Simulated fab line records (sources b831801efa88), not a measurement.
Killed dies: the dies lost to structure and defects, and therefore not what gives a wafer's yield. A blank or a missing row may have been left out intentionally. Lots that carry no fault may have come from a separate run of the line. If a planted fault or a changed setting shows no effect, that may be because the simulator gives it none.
What tool caused it?    flow gf180mcu    at 1 step of a route of 602, 7 lots with 21 wafers sampled

## WHAT EACH GAUGE READ, for each wafer
GF_STI_THK_MEAS_24.
lot   measured     on            STI_CVD_23_THK (nm)
L187  day 2 09:24  filmMetro-01  661 672 661
L189  day 2 19:19  filmMetro-04  659 656 670
L191  day 3 05:41  filmMetro-02  653 651 650
L195  day 4 02:19  filmMetro-02  662 655 656
L202  day 5 14:45  filmMetro-02  651 648 646
L207  day 6 15:31  filmMetro-04  652 645 659
L209  day 7 02:07  filmMetro-02  639 634 643

## WHAT TOOL EACH LOT RAN ON (gives the tool, then ch and the chambers of the sampled wafers, and finally the start)
The record shows no process step preceding these readings.

## THE ANSWER, worked out from the rows above alone
Rule: usual is defined by the lots themselves. The widest of any qualifying gaps counts: lots, ordered by their means at a reading, are off when they make up no more than a third of the lots, leave a main group of 4 or more, and stand apart from it by 3 or more times the standard deviation of that group's means. The tables above print the reading to a certain number of digits; a main group whose means all agree to those digits is not used. Also off: a lot with no number at a reading for which 4 or more lots have one. Where the step has rows for the other lots, those lots are counted as sound.
None of the lots is off at any reading shown; this tells nothing.

## WHAT THE SIMULATOR HAD PUT IN
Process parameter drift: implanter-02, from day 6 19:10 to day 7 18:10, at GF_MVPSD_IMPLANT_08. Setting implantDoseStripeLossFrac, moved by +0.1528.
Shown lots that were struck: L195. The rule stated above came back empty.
